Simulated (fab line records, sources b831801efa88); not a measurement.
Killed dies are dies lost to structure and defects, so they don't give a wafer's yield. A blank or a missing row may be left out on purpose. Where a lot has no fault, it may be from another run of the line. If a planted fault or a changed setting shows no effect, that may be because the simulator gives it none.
Matching of chambers ; flow gf180mcu ; cmp-01 running GF_CONTACT_CMP_27: 4 sister chambers
The step polishes, stops on SiO2, t overpolish 15 s, target thk 0 nm. 4 wafers are shown with their chamber, then 7 later ones without.

== WAFERS, EACH WITH ITS CHAMBER ==
wafer;chamber;motorCurrentA (A)
L596.3;0;10.4
L601.3;2;10.4
L602.1;3;9.8
L602.2;1;11.2

== WAFERS WITHOUT THEIR CHAMBER ==
wafer;motorCurrentA (A)
L602.4;10.4
L604.2;10.1
L604.3;11.0
L604.6;10.4
L605.1;10.8
L605.2;10.7
L605.5;11.3

== EACH ONE'S CHAMBER ==
wafer;from the rows above;in truth
L602.4;can't be placed: 0 or 2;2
L604.2;can't be placed: 3 or 0 or 2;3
L604.3;can't be placed: 1 or 0 or 2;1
L604.6;can't be placed: 0 or 2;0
L605.1;can't be placed: 1 or 0 or 2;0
L605.2;can't be placed: 0 or 2 or 1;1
L605.5;1;1
Placed correctly: 1 of 7. Can't be placed from these rows: 6 (the true chamber is among the candidates in 6). Placed wrongly: 0.
How it was worked out, from the rows above alone: a wafer's distance from a chamber is the root of the sum, over the readings, of the square of ((its reading less the chamber's mean) divided by the reading's scatter). If the next closest chamber is less than 2 further off than the closest, the wafer can't be placed; otherwise it belongs to the closest. For every chamber, the mean is computed from those of its wafers that are shown. The scatter (one wafer shown for each chamber): square how far every hidden wafer sits from the nearest shown wafer, average those squares and take the square root.
